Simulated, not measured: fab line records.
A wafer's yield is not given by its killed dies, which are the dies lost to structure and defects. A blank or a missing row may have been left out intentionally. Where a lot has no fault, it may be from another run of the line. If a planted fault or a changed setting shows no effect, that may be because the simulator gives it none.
Shared-tool check | flow sky130 | Lots sampled 12, wafers sampled 36

== WHAT PROMPTED THE OPENING ==
Of 12 lots, 2 have the reading NWELL_2_TW flagged at SKY_NWELL_TW_MEAS_26. Wafers without a fault read 495, standard deviation 4.3.
Rule: flag the lot when none of its wafers has a number, or when each of its wafers that has one lies beyond 4 standard deviations from that mean. The other lots count as sound.

lot  | measured     | on            | NWELL_2_TW, wafer by wafer | flag
L894 | day 5 06:23  | film metro-02 | 496 495 493                |
L895 | day 5 15:16  | film metro-02 | 494 495 495                |
L896 | day 5 18:47  | film metro-04 | 497 498 501                |
L897 | day 6 02:13  | film metro-04 | 498 497 497                |
L900 | day 6 17:47  | film metro-04 | 498 502 495                |
L903 | day 7 15:56  | film metro-02 | 496 496 494                |
L904 | day 7 19:25  | film metro-01 | 491 492 490                |
L905 | day 8 01:52  | film metro-02 | 493 494 493                |
L912 | day 10 01:44 | film metro-01 | 388 388 390                | FLAGGED
L914 | day 10 09:04 | film metro-04 | 403 402 399                | FLAGGED
L915 | day 10 16:49 | film metro-04 | 500 502 502                |
L916 | day 10 23:16 | film metro-02 | 497 497 499                |
On average the flagged lots' numbers are 395, which is -100 against the usual, or -23 standard deviations.

== WHICH TOOL RAN EACH LOT ==
The record holds 1 process step before the reading, out of a route of 708 steps. Cell contents, in order: the tool; ch with the chambers the sampled wafers went through; the start.
lot  | flag    | SKY_NWELL_IMPLANT_24
L894 |         | implanter-01 ch 0, day 5 06:08
L895 |         | implanter-01 ch 0, day 5 15:01
L896 |         | implanter-02 ch 0, day 5 18:32
L897 |         | implanter-02 ch 0, day 6 01:58
L900 |         | implanter-04 ch 0, day 6 17:34
L903 |         | implanter-04 ch 0, day 7 15:43
L904 |         | implanter-02 ch 0, day 7 19:10
L905 |         | implanter-04 ch 0, day 8 01:37
L912 | FLAGGED | implanter-02 ch 0, day 10 01:31
L914 | FLAGGED | implanter-02 ch 0, day 10 08:52
L915 |         | implanter-01 ch 0, day 10 16:34
L916 |         | implanter-04 ch 0, day 10 23:01
What is done by these steps:
- SKY_NWELL_IMPLANT_24
- SKY_NWELL_TW_MEAS_26

== FLAGGED AGAINST TOTAL, ONE TOOL AT A TIME (gauges that did the reading follow at the end) ==
step                 | tool          | lots run | flagged | share of the flagged lots | sound lots run after its first flagged lot
SKY_NWELL_IMPLANT_24 | implanter-01  | 3        | 0       | none                      | -
SKY_NWELL_IMPLANT_24 | implanter-02  | 5        | 2       | all                       | 0
SKY_NWELL_IMPLANT_24 | implanter-04  | 4        | 0       | none                      | -
SKY_NWELL_TW_MEAS_26 | film metro-01 | 2        | 1       | some                      | 0
SKY_NWELL_TW_MEAS_26 | film metro-02 | 5        | 0       | none                      | -
SKY_NWELL_TW_MEAS_26 | film metro-04 | 5        | 1       | some                      | 1 (L915)

== THE TABLE: WHAT IT ALLOWS ==
1 row of the table ran every flagged lot: implanter-02 at SKY_NWELL_IMPLANT_24.
- implanter-02 at SKY_NWELL_IMPLANT_24: 2 of its 5 lots flagged. A fault beginning between L904 (day 7 19:10), its last sound lot, and L912 (day 10 01:31), its first flagged one, fits the data. Its own readings lie more than 4 standard deviations out on every wafer of the flagged lots: dose ions cm2, faraday current uA.
What remains is a single tool, implanter-02 at SKY_NWELL_IMPLANT_24.

== WHAT THE SIMULATOR HAD INSERTED ==
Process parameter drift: implanter-02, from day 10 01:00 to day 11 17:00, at SKY_NWELL_IMPLANT_24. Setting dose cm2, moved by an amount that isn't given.
Shown lots that were struck: L912, L914. The same result came from the rule above.
